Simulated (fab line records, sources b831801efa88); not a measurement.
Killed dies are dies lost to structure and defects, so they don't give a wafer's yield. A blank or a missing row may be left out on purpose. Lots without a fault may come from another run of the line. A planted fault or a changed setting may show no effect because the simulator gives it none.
A struck lot beside a sound one | flow sky130 | 35 steps out of a route of 708
Sound: wafers L472.1, L472.2, L472.5. Struck: wafers L473.1, L473.3, L473.6. The cause comes at the end.
At each step with rows: each side's tool, then ch and its chambers, then its first start. Under that, the readings that differ: sound wafers | struck wafers | difference of the means | sigmas: that difference in standard deviations of wafers without a fault.
alike: readings whose means differ by less than 2 such deviations, and words and numbers that are the same on both sides. not compared: withheld readings, readings that some wafer has no value for, bounds like >300 that may hide the same value, and numbers for which the record gives no deviation and whose values overlap.
The two part at a step that has a row with sigmas, a row that says differs or no value, or rows on one side only. Numbers that don't overlap but have no deviation are shown without sigmas and don't part them. A reading that every wafer of one side lacks parts them only if that side has two wafers or more.

SKY_SD_P_CD_MEAS_07: target cd 380 nm.
  sound on cd_sem-02, day 27 13:50; struck on cd_sem-02, day 27 12:26
  alike: cd_nm
SKY_SD_P_OVL_MEAS_08:
  sound on overlay-02, day 27 13:58; struck on overlay-02, day 27 12:34
  alike: SD_P_OVL
then, 1 step without rows for these wafers: SKY_SD_P_IMPLANT_09.
SKY_SD_P_STRIP_10: strips in O2/N2.
  sound on plasma_asher-02 ch 0,1, day 27 14:08; struck on plasma_asher-02 ch 0,1, day 27 12:44
  alike: drypump_motor_current_A, n2_flow_sccm, oes_product_au, strip_time_to_endpoint_s
  not compared: rf_hours_counter_h
SKY_SD_P_TW_MEAS_11:
  sound on film_metro-02, day 27 14:14; struck on film_metro-02, day 27 12:50
  alike: SD_P_TW
then, 7 steps without rows for these wafers: SKY_RES_XHIGH_DEHYDRATE_00 (time 60 s); SKY_RES_XHIGH_HMDS_01 (prime time 60 s); SKY_RES_XHIGH_COAT_02 (resist thk 1140 nm); SKY_RES_XHIGH_SOFTBAKE_03 (time 60 s); SKY_RES_XHIGH_EXPOSE_04 (exposes mask URPM, target cd 1270 nm); SKY_RES_XHIGH_PEB_05; SKY_RES_XHIGH_DEVELOP_06 (develop time 60 s).
SKY_RES_XHIGH_IMPLANT_07:
  sound on implanter-01 ch 0, day 28 18:49; struck on implanter-04 ch 0, day 28 18:28
SKY_RES_XHIGH_STRIP_08: strips in O2/N2.
  sound on plasma_asher-03 ch 0,1, day 28 18:58; struck on plasma_asher-04 ch 0,1, day 28 18:37
  reading                      | sound             | struck            | difference | sigmas
  oes_product_au (a.u.)        | 0.708 0.712 0.714 | 0.686 0.687 0.692 | -0.023     | -5
  strip_time_to_endpoint_s (s) | 14.34 14.24 14.25 | 15.04 15.04 15.07 | +0.77      | +21
  alike: drypump_motor_current_A, n2_flow_sccm
  not compared: rf_hours_counter_h
SKY_RES_XHIGH_TW_MEAS_09:
  sound on film_metro-01, day 28 19:04; struck on film_metro-01, day 28 18:43
  reading      | sound          | struck         | difference | sigmas
  RES_XHIGH_TW | 1683 1685 1679 | 2049 2064 2063 | +376       | +11
then, 7 steps without rows for these wafers: SKY_SD_N_DEHYDRATE_00 (time 60 s); SKY_SD_N_HMDS_01 (prime time 60 s); SKY_SD_N_COAT_02 (resist thk 1140 nm); SKY_SD_N_SOFTBAKE_03 (time 60 s); SKY_SD_N_EXPOSE_04 (exposes mask NSDM, target cd 380 nm); SKY_SD_N_PEB_05; SKY_SD_N_DEVELOP_06 (develop time 60 s).
SKY_SD_N_CD_MEAS_07: target cd 380 nm.
  sound on cd_sem-02, day 29 23:03; struck on cd_sem-01, day 29 22:13
  alike: cd_nm
SKY_SD_N_OVL_MEAS_08:
  sound on overlay-01, day 29 23:10; struck on overlay-02, day 29 22:20
  reading       | sound       | struck         | difference | sigmas
  SD_N_OVL (nm) | 1.8 0.6 1.7 | -1.2 -2.9 -1.4 | -3.2       | -2
then, 2 steps without rows for these wafers: SKY_SD_N_IMPLANT_09; SKY_SD_N_IMPLANT_10.
SKY_SD_N_STRIP_11: strips in O2/N2.
  sound on plasma_asher-01 ch 0,1, day 29 23:30; struck on plasma_asher-04 ch 0,1, day 29 22:40
  alike: drypump_motor_current_A, n2_flow_sccm, oes_product_au, strip_time_to_endpoint_s
  not compared: rf_hours_counter_h
SKY_SD_N_TW_MEAS_12:
  sound on film_metro-04, day 29 23:36; struck on film_metro-01, day 29 22:46
  reading | sound          | struck         | difference | sigmas
  SD_N_TW | 3942 3945 3942 | 4108 4111 4092 | +161       | +2
then, 1 step without rows for these wafers: SKY_SD_N_CLEAN_13 (cleans in SC1/SC2, time 150 s).
SKY_SD_N_RTA_14: time 2 s.
  sound on rtp_anneal-02 ch 0, day 29 23:43; struck on rtp_anneal-01 ch 0, day 29 22:53
  alike: lamp_power_pct, wafer_temp_C_max
SKY_SD_N_RS_MEAS_16: measures by four-point-probe.
  sound on film_metro-04, day 29 23:55; struck on film_metro-04, day 29 23:03
  alike: SD_N_RS
SKY_SD_N_RS_MEAS_17: measures by four-point-probe.
  sound on film_metro-04, day 30 00:02; struck on film_metro-04, day 29 23:10
  alike: SD_P_RS
SKY_SD_N_RS_MEAS_18: measures by four-point-probe.
  sound on film_metro-04, day 30 00:10; struck on film_metro-04, day 29 23:17
  reading               | sound             | struck            | difference | sigmas
  RES_XHIGH_RS (ohm/sq) | 333.8 333.7 333.5 | 204.4 204.5 204.3 | -129.3     | -99 or more
then, 1 step without rows for these wafers: SKY_SALICIDE_CLEAN_00 (cleans in HF-last, time 30 s).
-- the record jumps here: 17 days lie between the struck wafers' starts before and after (it left off in module SALICIDE and takes up again in module PAD_OPEN, whose first step shown is number 708 of the route) --
SKY_PAD_OPEN_PROBE_99:
  sound on prober-02, day 47 08:11; struck on prober-01, day 47 07:06
  reading                                            | sound              | struck            | difference | sigmas
  model.etest.res_xhigh_po.line_ohm_um               | 5544 5679 5474     | 1919 1938 1869    | -3657      |
  model.etest.res_xhigh_po.rs_ohm_sq                 | 1960 1979 1902     | 665.6 678.4 662.2 | -1278.3    |
  model.etest.res_xhigh_po.rs_ohm_sq_range           | 126.7 108.8 96.43  | 25.81 15.92 18.01 | -90.73     |
  model.etest.res_xhigh_po.rs_ohm_sq_rim_less_centre | -104 -91.68 -87.88 | -3.361 3.55 2.801 | +95.517    |
  alike: killed_at_M0_to_M3, killed_at_M4_up, killed_at_contacts, killed_at_front_end, killed_at_other, killed_dies, killed_open, killed_short

WHERE THEY PART
First at SKY_RES_XHIGH_STRIP_08; last, within this record, at SKY_SD_N_RS_MEAS_18. Later steps at which nothing parts them and some readings are alike: SKY_PAD_OPEN_PROBE_99.

WHY: what the simulator had put in
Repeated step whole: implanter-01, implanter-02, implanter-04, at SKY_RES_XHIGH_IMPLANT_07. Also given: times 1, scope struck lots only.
